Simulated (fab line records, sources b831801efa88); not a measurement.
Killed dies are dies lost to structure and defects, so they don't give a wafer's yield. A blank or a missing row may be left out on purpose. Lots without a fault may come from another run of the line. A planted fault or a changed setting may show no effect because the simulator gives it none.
Chamber matching | flow sky130 | SKY_VIA2_CMP_24 on cmp-01: 4 sister chambers
The step polishes, stops on SiO2, t overpolish 20 s, target thk 0 nm. 4 wafers are shown with their chamber, then 7 later ones without.

WAFERS WITH THEIR CHAMBER
wafer  | chamber | motor_current_A (A)
L489.6 | 1       | 10.2
L498.4 | 3       | 10.9
L508.2 | 2       | 12.6
L508.3 | 0       | 11.4

WAFERS WITHOUT THEIR CHAMBER
wafer  | motor_current_A (A)
L508.6 | 10.6
L509.1 | 10.8
L509.3 | 11.1
L509.6 | 10.6
L510.2 | 12.1
L510.3 | 11.0
L510.4 | 10.9

WHICH CHAMBER EACH WENT THROUGH
wafer  | from the rows above          | in truth
L508.6 | can't be placed: 3 or 1 or 0 | 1
L509.1 | can't be placed: 3 or 0 or 1 | 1
L509.3 | can't be placed: 3 or 0      | 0
L509.6 | can't be placed: 3 or 1 or 0 | 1
L510.2 | can't be placed: 2 or 0      | 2
L510.3 | can't be placed: 3 or 0      | 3
L510.4 | can't be placed: 3 or 0      | 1
Placed correctly: 0 of 7. Can't be placed from these rows: 7 (the true chamber is among the candidates in 6). Placed wrongly: 0.
How it was worked out, from the rows above alone: a wafer's distance from a chamber is the root of the sum, over the readings, of the square of ((its reading less the chamber's mean) divided by the reading's scatter). The wafer belongs to the nearest chamber; if the next one is less than 2 further off, it can't be placed. A chamber's mean is the mean of its shown wafers. The scatter: with one shown wafer a chamber, the root of the mean of the squares of how far each hidden wafer lies from its nearest shown one.
